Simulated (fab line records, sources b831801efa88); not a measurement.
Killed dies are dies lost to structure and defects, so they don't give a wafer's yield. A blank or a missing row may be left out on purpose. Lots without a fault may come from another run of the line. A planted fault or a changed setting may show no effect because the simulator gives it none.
Problem report in the 8D (eight disciplines) form, filled by code | flow sky130 | the parts of the form that need people (team, actions taken, sign-off) are left out

1. THE PROBLEM
oes_product_au at SKY_LI_CONTACT_ETCH_15 reads a mean of 0.924 a.u. on 6 wafers of 2 lots; wafers without a fault read 0.844 a.u. with a standard deviation of 0.0048. That is +17 standard deviations from the usual mean.
The step: etches PSG in C4F8/O2/Ar, stops on Si, target depth 600 nm.
First seen on wafer L433.1, day 30 21:55, on rie_diel-03. The record holds 36 wafers of 12 lots with a number at this step. Rule for "out", or "out of limits": more than 4 standard deviations from the usual mean. The other wafers with a number count as sound.

2. WHAT IT IS AND WHAT IT IS NOT
question                    | is                     | is not
which readings at this step | oes_product_au         | -
which lots                  | L433, L434             | L428, L429, L432, L443, L444, L445, L447, L448, L449, L450
which wafers of those lots  | all that have a number | -
read on which tools         | rie_diel-03            | rie_diel-02
when                        | from day 30 21:55      | up to then (9 sound wafers); but 21 sound wafers of L443, L444, L445, L447, L448, L449, L450 came after

3. SUSPECTS, AND WHAT RULES EACH OUT
Counting: a tool at a process step up to the reading stays a suspect if it ran every lot that is out and no sound lot after the first of them.
- cmp-01 at SKY_LI_CONTACT_CMP_02 (polishes PSG): ruled out as a lasting fault. Sound lots L443, L445, L448, L449, L450 ran on it after its first lot that is out, L433 (day 29 17:19).
- rie_diel-03 at SKY_LI_CONTACT_ETCH_15 (etches PSG in C4F8/O2/Ar, stops on Si, target depth 600 nm): ruled out as a lasting fault. Sound lots L443, L445, L447, L448, L449, L450 ran on it after its first lot that is out, L433 (day 30 21:55).
Left after counting: nothing in the record.

4. THE CAUSE (what the simulator had put in)
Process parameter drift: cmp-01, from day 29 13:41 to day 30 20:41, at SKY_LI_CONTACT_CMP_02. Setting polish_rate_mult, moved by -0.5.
Counting ruled it out, wrongly: the rule takes a fault to strike every lot that its tool runs from its start on, and this one did not.

5. THE CHAIN OF EFFECTS, in route order
Each row: a reading whose mean over the struck wafers that have a number lies more than 3 standard deviations from the usual. Only readings for which the record gives a usual standard deviation are gone through. hours: the time from each lot's start at the first step in this table that gives one to its start at this step, as a median over the lots. sigmas: the change in usual standard deviations.
hours | step                   | reading        | usual      | on struck wafers | change | sigmas
0     | SKY_LI_CONTACT_ETCH_15 | oes_product_au | 0.844 a.u. | 0.924            | +0.080 | +17
The process steps in it:
- SKY_LI_CONTACT_ETCH_15: etches PSG in C4F8/O2/Ar, stops on Si, target depth 600 nm.

6. WHAT WOULD HAVE CAUGHT IT SOONER
In this record the first reading out of limits was taken at day 30 21:55, 32 hours after the fault began at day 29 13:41.
Of the tool readings at SKY_LI_CONTACT_CMP_02 for which the record gives a usual standard deviation, none was out on any struck wafer, so an alarm limit of 4 standard deviations on them would not have fired.
